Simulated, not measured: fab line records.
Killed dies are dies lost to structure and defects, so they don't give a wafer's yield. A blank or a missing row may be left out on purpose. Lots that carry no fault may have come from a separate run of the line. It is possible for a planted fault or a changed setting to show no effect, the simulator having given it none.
One fault through the eyes of 2 desks :: flow sky130 :: only its own numbers are on each desk; what lay behind them is given at the end

## AT THE METROLOGY DESK
Lot by lot, what the gauges showed, no matter which tool ran the lot: averages of those sampled wafers that carry a number. Marked OUT: a lot whose mean sits more than 4 standard deviations from the usual mean, which makes it out of limits; the brackets give that distance.
Columns: A = LOCAL_INTERCONNECT_TIN_RS at SKY_LOCAL_INTERCONNECT_RS_MEAS_01, usual 14.15 ohm/sq; B = LOCAL_INTERCONNECT_TIN_THK at SKY_LOCAL_INTERCONNECT_THK_MEAS_02, usual 99.7 nm; C = CONTACT_BOW at SKY_CONTACT_BOW_MEAS_05, usual 82 um
lot: L731
first seen here: day 29 03:20
A: 14.27
B: 99.2
C: 88

lot: L732
first seen here: day 29 14:34
A: 14.28
B: 99.3
C: 89

lot: L737
first seen here: day 31 15:16
A: 13.97
B: 99.8
C: 83

lot: L738
first seen here: day 31 19:38
A: 14.25
B: 98.7
C: 86

lot: L741
first seen here: day 33 17:02
A: 14.20
B: 98.4
C: 84

lot: L740
first seen here: day 33 18:47
A: 14.32
B: 97.9
C: 87

lot: L749
first seen here: day 35 02:04
A: 14.22
B: 98.5
C: 78

lot: L748
first seen here: day 35 03:26
A: 13.68
B: 103.4
C: 86

lot: L751
first seen here: day 35 16:59
A: 13.71
B: 103.1
C: 82

lot: L754
first seen here: day 37 07:45
A: 14.24
B: 99.8
C: 80
This desk found nothing out of limits on any of the 10 lots.

## THE TOOL OWNER'S DESK: pvd_sputter-03
The tool's own readings at SKY_LOCAL_INTERCONNECT_SPUTTER_00 (material TiN, target thk 100 nm, time 83.3 s): means of the sampled wafers that have a number, for each lot that ran on this tool. Marked OUT: a lot whose mean sits more than 4 standard deviations from the usual mean, which makes it out of limits; the brackets give that distance.
Columns: A = cathode_dc_power_W at SKY_LOCAL_INTERCONNECT_SPUTTER_00, usual 6499.7 W; B = substrate_temp_c at SKY_LOCAL_INTERCONNECT_SPUTTER_00, usual 300.01 C; C = susceptor_temp_C at SKY_LOCAL_INTERCONNECT_SPUTTER_00, usual 300.02 C; D = throttle_valve_pct at SKY_LOCAL_INTERCONNECT_SPUTTER_00, usual 30.2 %
lot: L731
first seen here: day 29 03:16
A: 6497.7
B: 299.85
C: 299.98
D: 30.7

lot: L738
first seen here: day 31 19:32
A: 6500.2
B: 300.01
C: 300.11
D: 30.3

lot: L740
first seen here: day 33 18:44
A: 6501.0
B: 299.99
C: 300.11
D: 31.0

lot: L748
first seen here: day 35 03:23
A: 6679.8 (+99 or more) OUT
B: 300.12
C: 300.02
D: 30.0

lot: L751
first seen here: day 35 16:54
A: 6679.4 (+99 or more) OUT
B: 299.93
C: 300.03
D: 29.8
Finding of this desk: L748, L751 out of limits; the first was L748 at day 35 03:23, on cathode_dc_power_W at SKY_LOCAL_INTERCONNECT_SPUTTER_00. Within limits: L731, L738, L740.

## ALL TOGETHER
The tool owner's desk had the chance to raise an alarm at day 35 03:23 on L748, L751.
From the metrology desk's view, nothing was out of limits.
The metrology desk has L748, L751 on record, within its limits.
All the named lots went through SKY_LOCAL_INTERCONNECT_SPUTTER_00 on pvd_sputter-03.

## WHAT THE SIMULATOR HAD PUT IN
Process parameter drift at SKY_LOCAL_INTERCONNECT_SPUTTER_00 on pvd_sputter-03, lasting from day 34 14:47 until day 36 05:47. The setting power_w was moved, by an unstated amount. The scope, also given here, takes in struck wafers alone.
Shown lots that were struck: L748, L751.
Delay in hours, fault start to first out-of-limits reading, by desk: the tool owner's desk at 13.
